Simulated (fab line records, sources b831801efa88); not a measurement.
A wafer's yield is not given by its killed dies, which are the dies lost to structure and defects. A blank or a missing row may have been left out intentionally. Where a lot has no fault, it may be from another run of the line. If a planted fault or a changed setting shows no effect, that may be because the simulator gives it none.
Comparing a struck lot with a sound one | flow sky130 | 15 steps out of a route of 708
Sound: wafers L983.1, L983.2, L983.3. Struck: wafer L992.2. (L992.3, L992.4 of the same lot were not struck and are left out.) The cause comes at the end.
Per side, at each step with rows, come the tool, then ch with its chambers, and then its first start. Under that, the readings that differ: sound wafers | struck wafers | difference of the means | sigmas: that difference in standard deviations of wafers without a fault.
alike: same words and numbers on both sides, and readings whose means sit less than 2 such deviations apart. not compared: any withheld reading, any reading some wafer has no value for, any bound like >300 that may hide the same value, and any number with overlapping values for which the record gives no deviation.
Wherever a step has rows on one side only, a row that says differs or no value, or a row with sigmas, the two part there. Non-overlapping numbers with no deviation appear without sigmas and do not part them. A reading missing from all wafers of one side parts the sides only when that side holds two or more wafers.

first, 8 steps without rows for these wafers: SKY_POLY_GATE_DEHYDRATE_05 (time 60 s); SKY_POLY_GATE_HMDS_06 (prime time 60 s); SKY_POLY_GATE_COAT_07 (resist thk 110 nm); SKY_POLY_GATE_COAT_08 (resist thk 450 nm); SKY_POLY_GATE_SOFTBAKE_09 (time 90 s); SKY_POLY_GATE_EXPOSE_10 (exposes mask P1M, target cd 150 nm); SKY_POLY_GATE_PEB_11; SKY_POLY_GATE_DEVELOP_12 (develop time 60 s).
SKY_POLY_GATE_CD_MEAS_13 targets a cd of 150 nm.
  sound: cd sem-01 at day 16 23:08; struck: cd sem-02 at day 20 13:41
  alike: cd nm
SKY_POLY_GATE_OVL_MEAS_14:
  sound: overlay-01 at day 16 23:15; struck: overlay-01 at day 20 13:47
  alike: POLY_GATE_OVL
SKY_POLY_GATE_ETCH_15: etches BARC in N2/H2, stops on SiO2, time 118.5 s, target depth 110 nm.
  sound on rie diel-01 ch 0,1,2, day 16 23:17; struck on rie diel-04 ch 3, day 20 13:49
  alike: drypump motor current A, oes product au, rf fwd power W, run length s, throttle valve pct
  not compared: rf hours counter h
SKY_POLY_GATE_ETCH_16: etches Si3N4 in CH3F/O2, stops on poly-Si, time 147.5 s, target depth 75 nm.
  sound on rie diel-01 ch 0,1,2, day 16 23:22; struck on rie diel-04 ch 3, day 20 13:54
  alike: drypump motor current A, oes product au, rf fwd power W, run length s, throttle valve pct
  not compared: rf hours counter h
SKY_POLY_GATE_ETCH_17: etches poly-Si in HBr/Cl2, stops on SiO2, target depth 180 nm, time 70.5 s.
  sound on rie si-02 ch 1,2,3, day 16 23:28; struck on rie si-02 ch 0, day 20 14:00
  reading                                          | sound             | struck | difference | sigmas
  oes product au (a.u.)                            | 0.984 0.975 0.979 | 0.996  | +0.017     | +2
  run length s (s)                                 | 99.1 98.5 98.8    | 80.2   | -18.6      | -43
  model.POLY_GATE.feature depth nm (nm)            | 179.2 175.8 179.1 | 129.3  | -48.7      |
  model.etch.depth nm (nm)                         | 179.2 175.8 179.1 | 129.3  | -48.7      |
  model.KrF-thick_of_POLY_GATE_COAT_08.thk nm (nm) | 141.3 137.3 142.1 | 161.8  | +21.6      |
  alike: drypump motor current A, throttle valve pct
  not compared: rf fwd power W, rf hours counter h
SKY_POLY_GATE_STRIP_18: strips in O2/N2.
  sound on plasma asher-04 ch 0,1, day 16 23:31; struck on plasma asher-02 ch 0, day 20 14:04
  reading                      | sound             | struck | difference | sigmas
  oes product au (a.u.)        | 0.363 0.355 0.356 | 0.374  | +0.016     | +3
  strip time to endpoint s (s) | 3.18 3.14 3.20    | 3.39   | +0.22      | +4
  alike: drypump motor current A
  not compared: rf hours counter h
then, 1 step without rows for these wafers: SKY_POLY_GATE_CLEAN_19 (cleans in SC1/SC2, time 150 s).

## WHERE THEY PART
First at SKY_POLY_GATE_ETCH_17; last, within this record, at SKY_POLY_GATE_STRIP_18.

WHY: what the simulator had put in
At SKY_POLY_GATE_ETCH_17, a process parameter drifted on rie si-02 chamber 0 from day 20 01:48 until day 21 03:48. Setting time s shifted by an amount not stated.
